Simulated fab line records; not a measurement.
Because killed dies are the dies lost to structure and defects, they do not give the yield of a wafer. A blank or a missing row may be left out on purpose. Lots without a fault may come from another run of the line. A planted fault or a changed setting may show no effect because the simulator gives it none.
Which of the tools did it? || flow sky130 || 6 lots with 18 wafers sampled at 3 steps, on a route of 708 steps

## WHAT EACH GAUGE READ, for each wafer
SKY_SD_N_RS_MEAS_16: measures by four-point-probe.
{"lot": "L334", "measured": "day 28 09:10", "on": "film_metro-01", "SD_N_RS (ohm/sq)": "68.84 68.61 68.48"}
{"lot": "L337", "measured": "day 29 16:00", "on": "film_metro-02", "SD_N_RS (ohm/sq)": "68.50 68.50 68.51"}
{"lot": "L344", "measured": "day 32 03:11", "on": "film_metro-01", "SD_N_RS (ohm/sq)": "68.56 68.59 68.40"}
{"lot": "L347", "measured": "day 33 04:46", "on": "film_metro-03", "SD_N_RS (ohm/sq)": "71.26 71.18 71.24"}
{"lot": "L350", "measured": "day 33 18:43", "on": "film_metro-02", "SD_N_RS (ohm/sq)": "68.52 68.62 68.59"}
{"lot": "L354", "measured": "day 35 02:17", "on": "film_metro-01", "SD_N_RS (ohm/sq)": "68.71 68.75 68.65"}

## WHICH TOOL RAN EACH LOT (tool, then ch and the chambers of the sampled wafers, then the start)
{"lot": "L334", "SKY_SD_P_STRIP_10": "plasma_asher-03 ch 0,1, day 25 22:36", "SKY_SD_N_RTA_14": "rtp_anneal-01 ch 0, day 28 08:59"}
{"lot": "L337", "SKY_SD_P_STRIP_10": "plasma_asher-04 ch 0,1, day 27 06:45", "SKY_SD_N_RTA_14": "rtp_anneal-02 ch 0, day 29 15:49"}
{"lot": "L344", "SKY_SD_P_STRIP_10": "plasma_asher-02 ch 0,1, day 29 19:04", "SKY_SD_N_RTA_14": "rtp_anneal-01 ch 0, day 32 03:01"}
{"lot": "L347", "SKY_SD_P_STRIP_10": "plasma_asher-02 ch 0,1, day 30 21:16", "SKY_SD_N_RTA_14": "rtp_anneal-02 ch 0, day 33 04:35"}
{"lot": "L350", "SKY_SD_P_STRIP_10": "plasma_asher-03 ch 0,1, day 31 13:06", "SKY_SD_N_RTA_14": "rtp_anneal-01 ch 0, day 33 18:32"}
{"lot": "L354", "SKY_SD_P_STRIP_10": "plasma_asher-04 ch 0,1, day 32 20:53", "SKY_SD_N_RTA_14": "rtp_anneal-01 ch 0, day 35 02:04"}
- SKY_SD_P_STRIP_10: strips in O2/N2.
- SKY_SD_N_RTA_14: time 2 s.

## THE ANSWER, worked out from the rows above alone
Rule: what is usual is taken from the lots themselves. The widest of any qualifying gaps counts: lots, ordered by their means at a reading, are off when they make up no more than a third of the lots, leave a main group of 4 or more, and stand apart from it by 3 or more times the standard deviation of that group's means. Not used: any main group whose means are identical at the precision the tables above print for the reading. Also off: a lot with no number at a reading for which 4 or more lots have one. Any other lot the step has rows for is counted as sound.
Off: L347, seen at SKY_SD_N_RS_MEAS_16 (SD_N_RS). The main group: mean 68.59 ohm/sq, standard deviation 0.076.
A tool fits if, at a process step before that reading, it ran every lot that is off, and no sound lot after the first of them. Gauges at SKY_SD_N_RS_MEAS_16: tried the same way as those tools. Can't be told from this: 3 tools fit, plasma_asher-02 at SKY_SD_P_STRIP_10, rtp_anneal-02 at SKY_SD_N_RTA_14, film_metro-03 at SKY_SD_N_RS_MEAS_16.

## WHAT THE SIMULATOR HAD PUT IN
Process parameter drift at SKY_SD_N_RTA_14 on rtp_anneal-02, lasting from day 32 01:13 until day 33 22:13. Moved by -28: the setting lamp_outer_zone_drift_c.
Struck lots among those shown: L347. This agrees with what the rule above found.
